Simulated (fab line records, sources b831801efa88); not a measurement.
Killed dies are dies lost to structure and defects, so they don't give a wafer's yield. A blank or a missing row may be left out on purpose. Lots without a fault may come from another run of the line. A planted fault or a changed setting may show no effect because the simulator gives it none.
Which tool did it? | flow sky130 | 14 lots, 42 wafers sampled, at 2 steps of a route of 708

WHAT THE GAUGES READ, wafer by wafer
SKY_SD_N_RS_MEAS_18: measures by four-point-probe.
lot  | measured     | on            | RES_XHIGH_RS (ohm/sq)
L321 | day 28 15:22 | film_metro-03 | 333.5 334.1 332.1
L324 | day 29 13:43 | film_metro-01 | 333.4 334.2 333.6
L326 | day 30 04:48 | film_metro-01 | 335.0 334.4 334.8
L331 | day 31 20:34 | film_metro-04 | 332.8 333.0 332.1
L330 | day 31 21:24 | film_metro-04 | 331.8 332.5 332.0
L334 | day 33 01:50 | film_metro-03 | 335.3 335.6 336.3
L337 | day 33 19:15 | film_metro-03 | 333.8 334.4 333.5
L336 | day 33 22:58 | film_metro-03 | 333.7 332.1 333.6
L338 | day 34 03:20 | film_metro-01 | 335.4 336.7 337.1
L339 | day 34 13:34 | film_metro-01 | 333.2 332.9 333.1
L341 | day 34 14:04 | film_metro-03 | 333.2 332.7 332.3
L340 | day 34 16:46 | film_metro-04 | 330.9 331.5 331.3
L342 | day 34 20:09 | film_metro-03 | 332.3 334.0 332.6
L343 | day 35 12:50 | film_metro-01 | 334.4 336.0 334.6

SKY_LOCAL_INTERCONNECT_THK_MEAS_02: measures by xrf.
lot  | measured     | on            | LOCAL_INTERCONNECT_TIN_THK (nm)
L321 | day 29 21:53 | film_metro-02 | 98.3 99.0 99.2
L324 | day 30 19:53 | film_metro-02 | 101.1 99.1 99.4
L326 | day 31 10:42 | film_metro-02 | 101.2 101.1 101.0
L331 | day 33 01:44 | film_metro-01 | 102.3 100.7 101.0
L330 | day 33 02:55 | film_metro-04 | 101.6 97.8 99.3
L334 | day 34 06:17 | film_metro-02 | 99.2 99.8 99.5
L337 | day 34 23:25 | film_metro-02 | 97.2 96.4 98.6
L336 | day 35 03:36 | film_metro-02 | 99.9 96.7 97.9
L338 | day 35 07:08 | film_metro-04 | 99.8 97.4 100.4
L339 | day 35 18:00 | film_metro-02 | 100.6 98.6 99.4
L341 | day 35 19:04 | film_metro-01 | 100.4 100.6 100.1
L340 | day 35 20:40 | film_metro-04 | 102.0 98.1 101.1
L342 | day 36 00:36 | film_metro-04 | 99.5 98.5 99.3
L343 | day 36 17:28 | film_metro-01 | 100.3 101.5 98.6

WHICH TOOL RAN EACH LOT (tool, then ch and the chambers of the sampled wafers, then the start)
The record holds no process step before these readings.

WHAT THE TOOLS THEMSELVES READ (means of the sampled wafers that have a number; where no wafer has one, the mark that the record gives instead)
The record holds no such reading with a usual standard deviation.

THE ANSWER, worked out from the rows above alone
Rule: what is usual is taken from the lots themselves. Put in order of their means at a reading, lots are off if they are a third of the lots or fewer, leave a main group of 4 or more, and stand apart from it by a gap of 3 or more times the standard deviation of the main group's means; of several such gaps the widest counts. A main group whose means are all the same, to the digits that the tables above print for the reading, isn't used. A lot without any number at a reading at which 4 lots or more have one is off too. The other lots that the step has rows for count as sound. The gauges are gone through in route order, then the tools' own readings, and for those a lot's mean is taken as printed above. The first step at which some lot is off is used, and at that step the reading that is off furthest; a lot without a number counts as furthest.
No lot is off at any reading shown: from this, nothing can be told.

WHAT THE SIMULATOR HAD PUT IN
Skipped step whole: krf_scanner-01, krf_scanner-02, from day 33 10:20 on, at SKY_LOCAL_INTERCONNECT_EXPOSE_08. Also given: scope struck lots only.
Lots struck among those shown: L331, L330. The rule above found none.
